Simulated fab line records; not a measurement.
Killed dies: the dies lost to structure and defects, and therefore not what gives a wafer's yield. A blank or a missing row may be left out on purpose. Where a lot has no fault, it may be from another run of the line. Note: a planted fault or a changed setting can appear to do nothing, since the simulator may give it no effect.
2 desks looking at one fault    flow sky130    each desk has only its own numbers; what lay behind them comes last

## METROLOGY DESK
Means of the sampled wafers that have a number, per lot and without regard to the tool the lot ran on: this is what the gauges read. The brackets show how far a lot's mean lies from the usual mean; more than 4 standard deviations puts the lot out of limits, marked OUT.
Columns: A = SD_P_TW at SKY_SD_P_TW_MEAS_11, usual 2841; B = cd-nm at SKY_SD_N_CD_MEAS_07, usual 380.3 nm
lot   first seen here  A     B
L929  day 25 17:12     2856  379.5
L932  day 27 06:57     2786  377.1
L935  day 27 23:10     2853  384.9
L936  day 28 09:50     2880  379.9
L937  day 28 17:22     2872  385.1
L942  day 30 09:27     2787  385.9
L945  day 31 11:23     2866  391.8
L947  day 31 23:35     2798  392.0 (+4.0) OUT
L949  day 32 08:39     2806  379.2
L951  day 33 04:04     2792  378.4
L952  day 33 05:18     2859  382.3
This desk's verdict: out of limits on L947, starting with L947 at day 34 06:38 (cd-nm at SKY_SD_N_CD_MEAS_07). L929, L932, L935, L936, L937, L942, L945, L949, L951, L952 stayed within limits.

## FOR THE TOOL OWNER'S DESK: litho-track-02
The tool's own readings at SKY_SD_N_COAT_02 (resist thk 1140 nm): means of the sampled wafers that have a number, for each lot that ran on this tool. The brackets show how far a lot's mean lies from the usual mean; more than 4 standard deviations puts the lot out of limits, marked OUT.
Columns: A = dispense-pressure-kPa at SKY_SD_N_COAT_02, usual 50.9 kPa
lot   first seen here  A
L929  day 27 12:32     51.4
L932  day 29 02:00     51.4
L945  day 33 05:29     51.4
L947  day 33 16:50     51.4
This desk's finding: nothing out of limits on any of the 4 lots.

## ALL TOGETHER
The metrology desk could have raised an alarm at day 34 06:38, on L947.
The tool owner's desk saw nothing out of limits.
The tool owner's desk has L947 on record, within its limits.
Every lot named ran SKY_SD_N_COAT_02 on litho-track-02.

## WHAT THE SIMULATOR HAD PUT IN
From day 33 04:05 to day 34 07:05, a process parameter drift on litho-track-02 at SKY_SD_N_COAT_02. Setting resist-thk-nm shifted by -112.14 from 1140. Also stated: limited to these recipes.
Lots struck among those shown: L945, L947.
Time in hours between the start of the fault and the first out-of-limits reading at each desk: metrology desk, 27.
